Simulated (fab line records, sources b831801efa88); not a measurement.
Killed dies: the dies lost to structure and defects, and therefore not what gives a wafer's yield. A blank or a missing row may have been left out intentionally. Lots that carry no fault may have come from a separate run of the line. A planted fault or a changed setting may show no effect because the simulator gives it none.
A lot that was struck, set against a sound lot ; flow sfqLine ; 15 out of 325 route steps
Sound: these wafers, L365.1, L365.2, L365.6. Struck: wafer L357.4 (left out: L357.1, L357.2 of the same lot, which were not struck); the cause appears at the end.
At each step with rows: each side's tool, then ch and its chambers, then its first start. Under that, the readings that differ: sound wafers ; struck wafers ; difference of the means ; sigmas: that difference in standard deviations of wafers without a fault.
alike: words and numbers the same on both sides, and readings whose means are apart by under 2 such deviations; not compared: readings that were withheld, readings missing a value for some wafer, numbers with overlapping values and no deviation given by the record, and bounds like >300 which may hide the same value.
A row with sigmas, a row that says differs or no value, or rows on one side alone: a step with any of these is where the two part. Numbers that don't overlap but have no deviation are shown without sigmas and don't part them. Lack of a reading on every wafer of one side parts them only where that side has two or more wafers.

SFQ_TRILAYER_L0_BARC_OPEN_METAL_ETCH_010: etches BARC in O2, target depth 125 nm, time 41.7 s.
  sound on rieMetal-01 ch 0,1, day 7 11:07; struck on rieMetal-02 ch 1, day 6 00:46
  alike: drypumpMotorCurrentA, oesProductAu, rfFwdPowerW
  not compared: rfHoursCounterH
SFQ_TRILAYER_L0_ETCH_METAL_ETCH_008: etches MoNx KI in SF6/O2, stops on SiO2, target depth 50 nm, time 25 s.
  sound on rieMetal-01 ch 0,1, day 7 11:11; struck on rieMetal-02 ch 1, day 6 00:50
  alike: drypumpMotorCurrentA, oesProductAu, rfFwdPowerW
  not compared: rfHoursCounterH
SFQ_TRILAYER_L0_STRIP_STRIP_009: strips in O2.
  sound on rieMetal-01 ch 0,1, day 7 11:13; struck on rieMetal-02 ch 1, day 6 00:53
  alike: drypumpMotorCurrentA, oesProductAu
  not compared: rfHoursCounterH
then, 1 step without rows for these wafers: SFQ_TRILAYER_L0_STRIP_SOLV_CLEAN_010 (cleans in NMP, time 600 s).
SFQ_TRILAYER_L0_CAP_PECVD_011: deposits SiO2 from SiH4/N2O, time 13.333 s, target thk 60 nm.
  sound on pecvd-04 ch 1,2, day 7 12:01; struck on pecvd-03 ch 1, day 6 01:39
  alike: heaterPowerW, rfFwdPowerW, throttleValvePct
  not compared: sinceWetCleanH
then, 6 steps without rows for these wafers: SFQ_TRILAYER_L0_VIA_LITHO_COAT_018 (resist thk 62 nm); SFQ_TRILAYER_L0_VIA_LITHO_COAT_013 (resist thk 650 nm); SFQ_TRILAYER_L0_VIA_LITHO_SOFTBAKE_017; SFQ_TRILAYER_L0_VIA_LITHO_EXPOSE_014 (exposes mask L0V, target cd 700 nm); SFQ_TRILAYER_L0_VIA_LITHO_PEB_016 (peb time 60 s); SFQ_TRILAYER_L0_VIA_LITHO_DEVELOP_015 (time 60 s).
-- the record jumps here: 3 days lie between the struck wafers' starts before and after --
SFQ_L0V_OVL_MEAS_903:
  sound on overlay-02 at day 11 16:35; struck on overlay-02 at day 9 02:11
reading;sound;struck;difference;sigmas
L0V_OVL (nm);-6 -12 -12;10;+20;+3
SFQ_TRILAYER_L0_VIA_BARC_OPEN_VIA_ETCH_021: etches BARC in O2, target depth 125 nm, time 41.7 s.
  sound on rieDiel-01 ch 0,2,3, day 11 16:38; struck on rieDiel-01 ch 0, day 9 02:14
reading;sound;struck;difference;sigmas
model.KrF_of_TRILAYER_L0_VIA_LITHO_COAT_013.thkNm (nm);574.6 574.9 575.1;576.1;+1.2;
  alike: drypumpMotorCurrentA, oesProductAu, rfFwdPowerW
  not compared: rfHoursCounterH
SFQ_TRILAYER_L0_VIA_ETCH_VIA_ETCH_016: etches SiO2 in CHF3, stops on MoNx KI, target depth 80 nm.
  sound on rieDiel-01 ch 0,2,3, day 11 16:40; struck on rieDiel-01 ch 0, day 9 02:16
reading;sound;struck;difference;sigmas
oesProductAu (a.u.);0.833 0.838 0.841;0.857;+0.020;+3
model.KrF_of_TRILAYER_L0_VIA_LITHO_COAT_013.thkNm (nm);560.9 561 561.3;562.6;+1.5;
  alike: drypumpMotorCurrentA, rfFwdPowerW
SFQ_TRILAYER_L0_VIA_STRIP_STRIP_017: strips in O2.
  sound on rieMetal-02 ch 0,1, day 11 16:43; struck on rieMetal-03 ch 0, day 9 02:19
  alike: drypumpMotorCurrentA, oesProductAu
  not compared: rfHoursCounterH

## WHERE THEY PART
Earliest at SFQ_L0V_OVL_MEAS_903; latest, in this record, at SFQ_TRILAYER_L0_VIA_ETCH_VIA_ETCH_016. Later steps at which nothing parts them and some readings are alike: SFQ_TRILAYER_L0_VIA_STRIP_STRIP_017.

WHY: what the simulator had put in
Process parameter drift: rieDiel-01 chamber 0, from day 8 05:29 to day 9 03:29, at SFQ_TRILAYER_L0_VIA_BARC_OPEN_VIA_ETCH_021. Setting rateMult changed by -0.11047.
